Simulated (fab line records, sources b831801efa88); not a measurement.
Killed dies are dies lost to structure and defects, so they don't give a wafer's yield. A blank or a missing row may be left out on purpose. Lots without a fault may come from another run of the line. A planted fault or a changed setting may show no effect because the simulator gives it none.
Which tool did it? | flow sky130 | 12 lots, 36 wafers sampled, at 4 steps of a route of 708

WHAT THE GAUGES READ, wafer by wafer
SKY_METAL5_RS_MEAS_05: measures by four-point-probe. Usual: METAL5_ALCU_RS 0.0271 ohm/sq, standard deviation 0.00038.
lot  | measured     | on            | METAL5_ALCU_RS (ohm/sq) | flag
L624 | day 42 12:46 | film_metro-02 | 0.0273 0.0274 0.0271    |
L625 | day 43 05:49 | film_metro-02 | 0.0268 0.0270 0.0268    |
L628 | day 43 17:16 | film_metro-02 | 0.0270 0.0265 0.0266    |
L630 | day 44 15:08 | film_metro-02 | 0.0273 0.0275 0.0273    |
L631 | day 45 00:50 | film_metro-01 | 0.0275 0.0273 0.0272    |
L632 | day 45 19:55 | film_metro-02 | 0.0268 0.0268 0.0268    |
L634 | day 46 03:14 | film_metro-02 | 0.0269 0.0269 0.0270    |
L635 | day 46 03:50 | film_metro-01 | 0.0268 0.0269 0.0271    |
L638 | day 46 17:15 | film_metro-04 | 0.0280 0.0276 0.0280    |
L641 | day 47 14:30 | film_metro-01 | 0.0270 0.0274 0.0270    |
L642 | day 47 14:43 | film_metro-02 | 0.0269 0.0269 0.0268    |
L643 | day 48 01:41 | film_metro-04 | 0.0275 0.0274 0.0277    |

WHICH TOOL RAN EACH LOT (tool, then ch and the chambers of the sampled wafers, then the start)
lot  | SKY_VIA4_STRIP_13                    | SKY_VIA4_CVD_18               | SKY_METAL5_SPUTTER_00
L624 | plasma_asher-01 ch 0,1, day 42 11:16 | cvd_w-02 ch 0,1, day 42 11:57 | pvd_sputter-04, day 42 12:35
L625 | plasma_asher-01 ch 0,1, day 43 04:22 | cvd_w-02 ch 0,1, day 43 05:02 | pvd_sputter-01, day 43 05:37
L628 | plasma_asher-01 ch 0,1, day 43 15:37 | cvd_w-02 ch 0,1, day 43 16:17 | pvd_sputter-02, day 43 17:06
L630 | plasma_asher-03 ch 0,1, day 44 13:34 | cvd_w-01 ch 1, day 44 14:13   | pvd_sputter-01, day 44 14:58
L631 | plasma_asher-01 ch 0,1, day 44 23:20 | cvd_w-02 ch 0,1, day 45 00:02 | pvd_sputter-04, day 45 00:37
L632 | plasma_asher-04 ch 0,1, day 45 18:14 | cvd_w-02 ch 0,1, day 45 18:55 | pvd_sputter-01, day 45 19:46
L634 | plasma_asher-01 ch 0,1, day 46 01:46 | cvd_w-02 ch 0,1, day 46 02:25 | pvd_sputter-02, day 46 03:04
L635 | plasma_asher-01 ch 0,1, day 46 02:22 | cvd_w-01 ch 0,1, day 46 03:01 | pvd_sputter-01, day 46 03:40
L638 | plasma_asher-04 ch 0,1, day 46 15:39 | cvd_w-02 ch 0,1, day 46 16:19 | pvd_sputter-04, day 46 17:02
L641 | plasma_asher-01 ch 0,1, day 47 11:05 | cvd_w-02 ch 0,1, day 47 12:55 | pvd_sputter-01, day 47 14:11
L642 | plasma_asher-01 ch 0,1, day 47 11:31 | cvd_w-01 ch 0,1, day 47 12:58 | pvd_sputter-04, day 47 14:29
L643 | plasma_asher-01 ch 0,1, day 47 23:46 | cvd_w-02 ch 0,1, day 48 00:52 | pvd_sputter-04, day 48 01:29
- SKY_VIA4_STRIP_13: strips in O2/N2.
- SKY_VIA4_CVD_18: deposits W, target thk 505 nm, time 152.14 s.
- SKY_METAL5_SPUTTER_00: material Ti, target thk 15 nm, time 10 s.

WHAT THE TOOLS THEMSELVES READ (means of the sampled wafers that have a number; where no wafer has one, the mark that the record gives instead)
SKY_VIA4_STRIP_13. Usual: drypump_motor_current_A 5.5 A, standard deviation 0.41; oes_product_au 0.710 a.u., standard deviation 0.0046; strip_time_to_endpoint_s 12.799 s, standard deviation 0.026.
lot  | tool            | drypump_motor_current_A (A) | oes_product_au (a.u.) | strip_time_to_endpoint_s (s) | flag
L624 | plasma_asher-01 | 5.5                         | 0.712                 | 12.837                       |
L625 | plasma_asher-01 | 5.5                         | 0.714                 | 12.801                       |
L628 | plasma_asher-01 | 5.5                         | 0.709                 | 12.776                       |
L630 | plasma_asher-03 | 5.3                         | 0.712                 | 12.805                       |
L631 | plasma_asher-01 | 5.5                         | 0.708                 | 12.815                       |
L632 | plasma_asher-04 | 5.4                         | 0.711                 | 12.796                       |
L634 | plasma_asher-01 | 5.5                         | 0.711                 | 12.803                       |
L635 | plasma_asher-01 | 5.6                         | 0.707                 | 12.821                       |
L638 | plasma_asher-04 | 5.4                         | 0.710                 | 12.806                       |
L641 | plasma_asher-01 | 5.5                         | 0.710                 | 12.796                       |
L642 | plasma_asher-01 | 5.5                         | 0.709                 | 12.777                       |
L643 | plasma_asher-01 | 5.6                         | 0.709                 | 12.775                       |

SKY_VIA4_CVD_18. Usual: chamber_pressure_Torr 40.02 Torr, standard deviation 0.097; heater_power_w 842 W, standard deviation 54.
lot  | tool     | chamber_pressure_Torr (Torr) | heater_power_w (W) | flag
L624 | cvd_w-02 | 39.95                        | 783                |
L625 | cvd_w-02 | 40.02                        | 806                |
L628 | cvd_w-02 | 39.97                        | 784                |
L630 | cvd_w-01 | 39.97                        | 849                |
L631 | cvd_w-02 | 40.03                        | 795                |
L632 | cvd_w-02 | 39.95                        | 791                |
L634 | cvd_w-02 | 40.05                        | 812                |
L635 | cvd_w-01 | 39.93                        | 910                |
L638 | cvd_w-02 | 40.00                        | 813                |
L641 | cvd_w-02 | 39.95                        | 798                |
L642 | cvd_w-01 | 39.93                        | 903                |
L643 | cvd_w-02 | 40.08                        | 809                |

SKY_METAL5_SPUTTER_00. Usual: cathode_dc_power_W 3000.1 W, standard deviation 0.53; throttle_valve_pct 30.0 %, standard deviation 1.
lot  | tool           | cathode_dc_power_W (W) | throttle_valve_pct (%) | flag
L624 | pvd_sputter-04 | 3000.3                 | 30.4                   |
L625 | pvd_sputter-01 | 2999.6                 | 28.8                   |
L628 | pvd_sputter-02 | 2999.3                 | 29.4                   |
L630 | pvd_sputter-01 | 2999.2                 | 29.2                   |
L631 | pvd_sputter-04 | 3000.5                 | 30.1                   |
L632 | pvd_sputter-01 | 3000.6                 | 28.7                   |
L634 | pvd_sputter-02 | 3000.2                 | 30.7                   |
L635 | pvd_sputter-01 | 3000.0                 | 28.4                   |
L638 | pvd_sputter-04 | 3000.1                 | 30.4                   |
L641 | pvd_sputter-01 | 3000.2                 | 28.2                   |
L642 | pvd_sputter-04 | 3000.0                 | 30.5                   |
L643 | pvd_sputter-04 | 2999.9                 | 30.1                   |

THE ANSWER, worked out from the rows above alone
Rule: a lot is off if the mean of its wafers that have a number lies more than 3 standard deviations from the usual mean. A lot without any number at a reading at which 4 lots or more have one is off too. The other lots that the step has rows for count as sound. The gauges are gone through in route order, then the tools' own readings, and for those a lot's mean is taken as printed above. The first step at which some lot is off is used, and at that step the reading that is off furthest; a lot without a number counts as furthest.
No lot is off at any reading shown: from this, nothing can be told.

WHAT THE SIMULATOR HAD PUT IN
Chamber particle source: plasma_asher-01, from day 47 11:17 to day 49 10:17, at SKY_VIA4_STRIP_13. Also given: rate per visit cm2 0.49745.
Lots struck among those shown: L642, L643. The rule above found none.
